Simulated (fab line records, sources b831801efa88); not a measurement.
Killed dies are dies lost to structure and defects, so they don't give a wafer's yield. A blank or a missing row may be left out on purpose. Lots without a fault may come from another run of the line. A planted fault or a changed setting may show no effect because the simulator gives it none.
Problem report in the 8D (eight disciplines) form, filled by code | flow gf180mcu | the parts of the form that need people (team, actions taken, sign-off) are left out

1. THE PROBLEM
bias_w at GF_V3_ETCH_17 reads a mean of 1327 W on 1 wafer of 1 lot; wafers without a fault read 1200 W with a standard deviation of 3.7. That is +34 standard deviations from the usual mean.
The step: etches SiO2 in C4F8/O2/Ar, stops on TiN, target depth 635 nm.
First seen on wafer L141.6, day 27 06:00, on rie_diel-04. The record holds 15 wafers of 5 lots with a number at this step. Rule for "out", or "out of limits": more than 4 standard deviations from the usual mean. The other wafers with a number count as sound.

2. WHAT IT IS AND WHAT IT IS NOT
question                    | is                | is not
which readings at this step | bias_w            | oes_product_au
which lots                  | L141              | L134, L136, L137, L138
which wafers of those lots  | L141.6            | L141.1, L141.2
read on which tools         | rie_diel-04       | rie_diel-02, rie_diel-03
when                        | from day 27 06:00 | up to then (14 sound wafers)

3. SUSPECTS, AND WHAT RULES EACH OUT
Counting: a tool at a process step up to the reading stays a suspect if it ran every lot that is out. Sound lots after the first of them don't rule it out here, since some wafers of a struck lot are sound.
- rie_diel-04 at GF_V3_ETCH_16 (etches BARC in N2/H2): kept. It ran the lot that is out, L141 (day 27 06:28); its last sound lot up to then is L137 (day 25 21:07).
- rie_diel-04 at GF_V3_ETCH_17 (etches SiO2 in C4F8/O2/Ar, stops on TiN, target depth 635 nm): kept. It ran the lot that is out, L141 (day 27 06:00); its last sound lot up to then is L137 (day 25 21:00). Its own readings are out on those wafers: bias_w.
- Within rie_diel-04 at GF_V3_ETCH_16: the wafers that are out ran in chamber 3; their sound lot-mates ran in chambers 1, 2.
- Within rie_diel-04 at GF_V3_ETCH_17: the wafers that are out ran in chamber 3; their sound lot-mates ran in chambers 1, 2.
Left after counting: rie_diel-04 at GF_V3_ETCH_16, rie_diel-04 at GF_V3_ETCH_17.

4. THE CAUSE (what the simulator had put in)
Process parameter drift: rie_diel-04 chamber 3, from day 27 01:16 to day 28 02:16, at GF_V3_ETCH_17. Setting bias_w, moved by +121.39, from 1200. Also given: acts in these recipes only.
Counting left 2 suspects, and this tool is among them.

5. THE CHAIN OF EFFECTS, in route order
Each row: a reading whose mean over the struck wafers that have a number lies more than 3 standard deviations from the usual. Only readings for which the record gives a usual standard deviation are gone through. hours: the time from each lot's start at the first step in this table that gives one to its start at this step, as a median over the lots. sigmas: the change in usual standard deviations.
hours | step          | reading | usual  | on struck wafers | change | sigmas
0     | GF_V3_ETCH_17 | bias_w  | 1200 W | 1327             | +127   | +34
The process steps in it:
- GF_V3_ETCH_17: etches SiO2 in C4F8/O2/Ar, stops on TiN, target depth 635 nm.

6. WHAT WOULD HAVE CAUGHT IT SOONER
In this record the first reading out of limits was taken at day 27 06:00, 5 hours after the fault began at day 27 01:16.
